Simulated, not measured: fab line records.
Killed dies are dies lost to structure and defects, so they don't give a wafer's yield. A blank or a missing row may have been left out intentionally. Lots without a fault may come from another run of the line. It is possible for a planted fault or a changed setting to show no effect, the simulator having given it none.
Which tool did it? || flow sky130 || 11 lots, 33 wafers sampled, at 2 steps of a route of 708

## WHAT THE GAUGES READ, wafer by wafer
SKY_GATE_OXIDE_THK_MEAS_02.
{"lot": "L501", "measured": "day 12 11:07", "on": "filmMetro-01", "GATE_OXIDE_OXIDATION_00_THK (nm)": "10.27 10.03 9.98"}
{"lot": "L502", "measured": "day 12 19:12", "on": "filmMetro-04", "GATE_OXIDE_OXIDATION_00_THK (nm)": "10.30 10.29 10.47"}
{"lot": "L504", "measured": "day 13 07:11", "on": "filmMetro-02", "GATE_OXIDE_OXIDATION_00_THK (nm)": "10.26 10.18 10.16"}
{"lot": "L507", "measured": "day 14 13:26", "on": "filmMetro-02", "GATE_OXIDE_OXIDATION_00_THK (nm)": "10.67 10.66 10.56"}
{"lot": "L508", "measured": "day 14 13:58", "on": "filmMetro-02", "GATE_OXIDE_OXIDATION_00_THK (nm)": "10.10 10.18 10.45"}
{"lot": "L510", "measured": "day 15 14:26", "on": "filmMetro-02", "GATE_OXIDE_OXIDATION_00_THK (nm)": "10.21 10.49 10.43"}
{"lot": "L517", "measured": "day 18 15:19", "on": "filmMetro-02", "GATE_OXIDE_OXIDATION_00_THK (nm)": "10.47 10.57 10.44"}
{"lot": "L518", "measured": "day 19 02:12", "on": "filmMetro-04", "GATE_OXIDE_OXIDATION_00_THK (nm)": "10.52 10.63 10.62"}
{"lot": "L519", "measured": "day 19 08:16", "on": "filmMetro-01", "GATE_OXIDE_OXIDATION_00_THK (nm)": "10.20 10.21 10.36"}
{"lot": "L523", "measured": "day 20 13:32", "on": "filmMetro-02", "GATE_OXIDE_OXIDATION_00_THK (nm)": "10.07 10.23 10.31"}
{"lot": "L524", "measured": "day 20 20:14", "on": "filmMetro-04", "GATE_OXIDE_OXIDATION_00_THK (nm)": "10.18 10.10 10.11"}

SKY_POLY_GATE_THK_MEAS_01.
{"lot": "L501", "measured": "day 13 19:49", "on": "filmMetro-04", "POLY_GATE_CVD_00_THK (nm)": "182.5 181.0 181.8"}
{"lot": "L502", "measured": "day 13 23:08", "on": "filmMetro-01", "POLY_GATE_CVD_00_THK (nm)": "180.7 180.6 179.6"}
{"lot": "L504", "measured": "day 14 13:46", "on": "filmMetro-01", "POLY_GATE_CVD_00_THK (nm)": "180.9 183.0 183.2"}
{"lot": "L507", "measured": "day 15 20:19", "on": "filmMetro-01", "POLY_GATE_CVD_00_THK (nm)": "182.4 180.9 183.2"}
{"lot": "L508", "measured": "day 15 20:19", "on": "filmMetro-03", "POLY_GATE_CVD_00_THK (nm)": "181.7 181.9 182.8"}
{"lot": "L510", "measured": "day 16 21:58", "on": "filmMetro-04", "POLY_GATE_CVD_00_THK (nm)": "180.9 180.2 179.9"}
{"lot": "L517", "measured": "day 20 02:34", "on": "filmMetro-03", "POLY_GATE_CVD_00_THK (nm)": "179.0 177.7 178.5"}
{"lot": "L518", "measured": "day 20 13:20", "on": "filmMetro-04", "POLY_GATE_CVD_00_THK (nm)": "180.4 181.6 180.1"}
{"lot": "L519", "measured": "day 20 22:57", "on": "filmMetro-01", "POLY_GATE_CVD_00_THK (nm)": "180.7 181.0 180.8"}
{"lot": "L523", "measured": "day 21 22:25", "on": "filmMetro-01", "POLY_GATE_CVD_00_THK (nm)": "179.3 178.2 178.3"}
{"lot": "L524", "measured": "day 22 05:09", "on": "filmMetro-01", "POLY_GATE_CVD_00_THK (nm)": "179.5 180.3 181.2"}

## EACH LOT AND THE TOOL THAT RAN IT (in order: tool; ch and the chambers of the sampled wafers; start)
The record shows no process step preceding these readings.

## WHAT THE TOOLS THEMSELVES READ (means of the sampled wafers that have a number; where no wafer has one, the mark that the record gives instead)
The record holds no such reading with a usual standard deviation.

## THE ANSWER, worked out from the rows above alone
Rule: the usual values come from the lots themselves. The widest of any qualifying gaps counts: lots, ordered by their means at a reading, are off when they make up no more than a third of the lots, leave a main group of 4 or more, and stand apart from it by 3 or more times the standard deviation of that group's means. The tables above print the reading to a certain number of digits; a main group whose means all agree to those digits is not used. Also off: a lot with no number at a reading for which 4 or more lots have one. Where the step has rows for the other lots, those lots are counted as sound. First the gauges in route order, then the tools' own readings, where a lot's mean is used as printed above. The first step at which some lot is off is used, and at that step the reading that is off furthest; a lot without a number counts as furthest.
Nothing can be told from this: no lot is off at any reading shown.

## WHAT HAD BEEN PUT IN BY THE SIMULATOR
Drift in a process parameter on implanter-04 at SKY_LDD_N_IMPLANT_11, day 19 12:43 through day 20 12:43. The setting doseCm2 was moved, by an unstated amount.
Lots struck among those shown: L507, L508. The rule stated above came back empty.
